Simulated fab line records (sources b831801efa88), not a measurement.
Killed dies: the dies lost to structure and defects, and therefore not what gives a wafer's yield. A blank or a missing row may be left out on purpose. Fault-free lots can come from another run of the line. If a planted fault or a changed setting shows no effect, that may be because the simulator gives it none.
Matching of chambers | flow sky130 | SKY_VIA4_CMP_21 on cmp-01 has 4 sister chambers
The step polishes, stops on SiO2, t overpolish 25 s, target thk 0 nm. 4 wafers are shown with their chamber, then 8 later ones without.

## WAFERS, EACH WITH ITS CHAMBER
wafer  | chamber | motorCurrentA (A)
L844.2 | 0       | 11.2
L844.3 | 1       | 8.6
L844.4 | 3       | 10.4
L847.2 | 2       | 9.5

## WAFERS WHOSE CHAMBER IS MISSING
wafer  | motorCurrentA (A)
L847.4 | 11.1
L847.5 | 9.6
L846.1 | 9.1
L846.4 | 11.1
L846.5 | 11.2
L849.3 | 11.6
L849.4 | 10.7
L849.6 | 10.7

## CHAMBER TAKEN BY EACH
wafer  | from the rows above     | in truth
L847.4 | 0                       | 0
L847.5 | 2                       | 2
L846.1 | can't be placed: 2 or 1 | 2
L846.4 | 0                       | 0
L846.5 | 0                       | 0
L849.3 | 0                       | 0
L849.4 | can't be placed: 3 or 0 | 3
L849.6 | can't be placed: 3 or 0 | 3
Placed correctly: 5 of 8. Can't be placed from these rows: 3 (the true chamber is among the candidates in 3). Wrongly placed: 0.
How it was worked out, from the rows above alone: a wafer's distance from a chamber is the root of the sum, over the readings, of the square of ((its reading less the chamber's mean) divided by the reading's scatter). If the next closest chamber is less than 2 further off than the closest, the wafer can't be placed; otherwise it belongs to the closest. The mean given for a chamber averages the wafers shown for that chamber. The scatter (one wafer shown for each chamber): square how far every hidden wafer sits from the nearest shown wafer, average those squares and take the square root.
